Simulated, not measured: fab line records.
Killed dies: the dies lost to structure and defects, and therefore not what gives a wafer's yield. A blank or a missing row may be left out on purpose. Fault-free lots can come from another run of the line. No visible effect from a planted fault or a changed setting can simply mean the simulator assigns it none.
Struck lot and sound lot, side by side :: flow sky130 :: 35 steps out of a route of 708
Sound: the wafers L157.3, L157.4, L157.6. Wafers L162.1, L162.2, L162.4 were the ones struck. The cause is given at the end.
Each step with rows lists, per side, the tool, then ch with its chambers, then its first start. Under that, the readings that differ: sound wafers :: struck wafers :: difference of the means :: sigmas: that difference in standard deviations of wafers without a fault.
alike: a reading whose means differ by less than 2 such deviations, as well as words and numbers matching on both sides. not compared: withheld readings; readings where some wafer has no value; bounds like >300 that might hide an equal value; numbers whose values overlap and for which the record gives no deviation.
A row with sigmas, a row that says differs or no value, or rows on one side alone: a step with any of these is where the two part. Numbers that have no deviation but don't overlap get no sigmas and don't part them. A reading missing from all wafers of one side parts the sides only when that side holds two or more wafers.

first, 10 steps without rows for these wafers: SKY_GATE_OXIDE_IMPLANT_11; SKY_GATE_OXIDE_WET_ETCH_12 (etches SiO2 in dHF, target depth 16.8 nm, time 336 s); SKY_GATE_OXIDE_STRIP_13 (strips in O2/N2); SKY_GATE_OXIDE_CLEAN_15 (cleans in SC1/SC2, time 150 s); SKY_GATE_OXIDE_OXIDATION_16 (stabilise 600 s, purge 300 s, target thk 3.57 nm); SKY_POLY_GATE_CVD_00 (deposits poly-Si, target thk 180 nm, time 720 s); SKY_RES_PROTECT_DEHYDRATE_00 (time 60 s); SKY_RES_PROTECT_HMDS_01 (prime time 60 s); SKY_RES_PROTECT_COAT_02 (resist thk 1140 nm); SKY_RES_PROTECT_SOFTBAKE_03 (time 60 s).
SKY_RES_PROTECT_EXPOSE_04: exposes mask RPM, target cd 1270 nm.
  sound on iline stepper-02 ch 0, day 14 11:40; struck on iline stepper-01 ch 0, day 16 10:34
reading: model.RES_PROTECT.overlay x nm (nm)
sound: 0.8852 0.8852 0.8852
struck: 291.4 291.4 291.4
difference: +290.5
sigmas: 
  alike: mask, reticle temp C
then, 23 steps without rows for these wafers: SKY_RES_PROTECT_PEB_05; SKY_RES_PROTECT_DEVELOP_06 (develop time 60 s); SKY_POLY_GATE_IMPLANT_02; SKY_RES_PROTECT_STRIP_07 (strips in O2/N2); SKY_RES_PROTECT_CLEAN_09 (cleans in SC1/SC2, time 150 s); SKY_POLY_GATE_CVD_03 (deposits Si3N4 from DCS/NH3, target thk 75 nm, time 1290 s); SKY_POLY_GATE_DEHYDRATE_05 (time 60 s); SKY_POLY_GATE_HMDS_06 (prime time 60 s); SKY_POLY_GATE_COAT_07 (resist thk 110 nm); SKY_POLY_GATE_COAT_08 (resist thk 450 nm); SKY_POLY_GATE_SOFTBAKE_09 (time 90 s); SKY_POLY_GATE_EXPOSE_10 (exposes mask P1M, target cd 150 nm); SKY_POLY_GATE_PEB_11; SKY_POLY_GATE_DEVELOP_12 (develop time 60 s); SKY_POLY_GATE_ETCH_15 (etches BARC in N2/H2, stops on SiO2, time 118.5 s, target depth 110 nm); SKY_POLY_GATE_ETCH_16 (etches Si3N4 in CH3F/O2, stops on poly-Si, time 147.5 s, target depth 75 nm); SKY_POLY_GATE_ETCH_17 (etches poly-Si in HBr/Cl2, stops on SiO2, target depth 180 nm, time 70.5 s); SKY_POLY_GATE_STRIP_18 (strips in O2/N2); SKY_POLY_GATE_CLEAN_19 (cleans in SC1/SC2, time 150 s); SKY_POLY_GATE_OXIDATION_20 (stabilise 600 s, purge 300 s, target thk 4 nm); SKY_LDD_N_DEHYDRATE_00 (time 60 s); SKY_LDD_N_HMDS_01 (prime time 60 s); SKY_LDD_N_COAT_02 (resist thk 300 nm).
-- here the record skips 30 days between the struck wafers' starts before and after, leaving off in module LDD_N and picking up in module PAD_OPEN (first step shown: number 708 of the route) --
SKY_PAD_OPEN_PROBE_99:
  sound on prober-01 at day 45 15:01; struck on prober-02 at day 46 21:08
reading: killed at other
sound: 0 0 1
struck: 54 51 57
difference: +54
sigmas: +87

reading: killed dies
sound: 76 79 89
struck: 141 145 135
difference: +59
sigmas: +6

reading: killed on rim
sound: 16 16 16
struck: 24 27 25
difference: +9
sigmas: +3

reading: model.etest.res xhigh po.line ohm um
sound: 5808 5474 5593
struck: 947.5 909.8 924.2
difference: -4697.8
sigmas: 

reading: model.etest.res xhigh po.width nm (nm)
sound: 352.4 345.8 348.6
struck: 2171 2201 2164
difference: +1830
sigmas: 

reading: model.etest.res high po.line ohm um
sound: 764.2 730.7 744.7
struck: 425 415.8 417.3
difference: -327
sigmas: 

reading: model.etest.res high po.width nm (nm)
sound: 351 347.5 346
struck: 625.4 630.4 631.5
difference: +280.9
sigmas: 
  alike: killed_at_M0_to_M3, killed_at_M4_up, killed at contacts, killed at front end, killed open, killed short

## WHERE THEY PART
At SKY_PAD_OPEN_PROBE_99 and nowhere else, as far as this record goes.

WHY: whatever the simulator had introduced
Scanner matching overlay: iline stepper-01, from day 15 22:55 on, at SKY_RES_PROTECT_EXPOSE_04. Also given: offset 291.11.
